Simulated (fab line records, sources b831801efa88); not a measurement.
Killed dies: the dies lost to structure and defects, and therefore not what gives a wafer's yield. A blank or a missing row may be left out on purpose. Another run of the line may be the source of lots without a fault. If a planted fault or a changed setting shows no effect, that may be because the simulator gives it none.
Chamber matching ; flow sky130 ; cmp-01 running SKY_CONTACT_CMP_27: 4 sister chambers
The step polishes, stops on SiO2, t overpolish 15 s, target thk 0 nm. 4 wafers are shown with their chamber, then 6 later ones without.

WAFERS WITH THEIR CHAMBER
wafer;chamber;motorCurrentA (A)
L700.5;2;10.3
L700.6;3;9.9
L701.4;0;11.0
L701.5;1;11.3

WAFERS MISSING THEIR CHAMBER
wafer;motorCurrentA (A)
L701.6;9.8
L706.2;9.8
L706.4;10.8
L717.4;10.9
L717.5;10.7
L717.6;9.8

EACH ONE'S CHAMBER
wafer;from the rows above;in truth
L701.6;3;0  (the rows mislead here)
L706.2;3;3
L706.4;can't be placed: 0 or 1 or 2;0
L717.4;can't be placed: 0 or 1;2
L717.5;can't be placed: 0 or 2 or 1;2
L717.6;3;3
2 of 6 placed correctly. Can't be placed from these rows: 3 (the true chamber is among the candidates in 2). Placed wrongly: 1.
How it was worked out, from the rows above alone: a wafer's distance from a chamber is the root of the sum, over the readings, of the square of ((its reading less the chamber's mean) divided by the reading's scatter). If the next closest chamber is less than 2 further off than the closest, the wafer can't be placed; otherwise it belongs to the closest. A chamber's mean is the mean of its shown wafers. The scatter (one wafer shown for each chamber): square how far every hidden wafer sits from the nearest shown wafer, average those squares and take the square root.
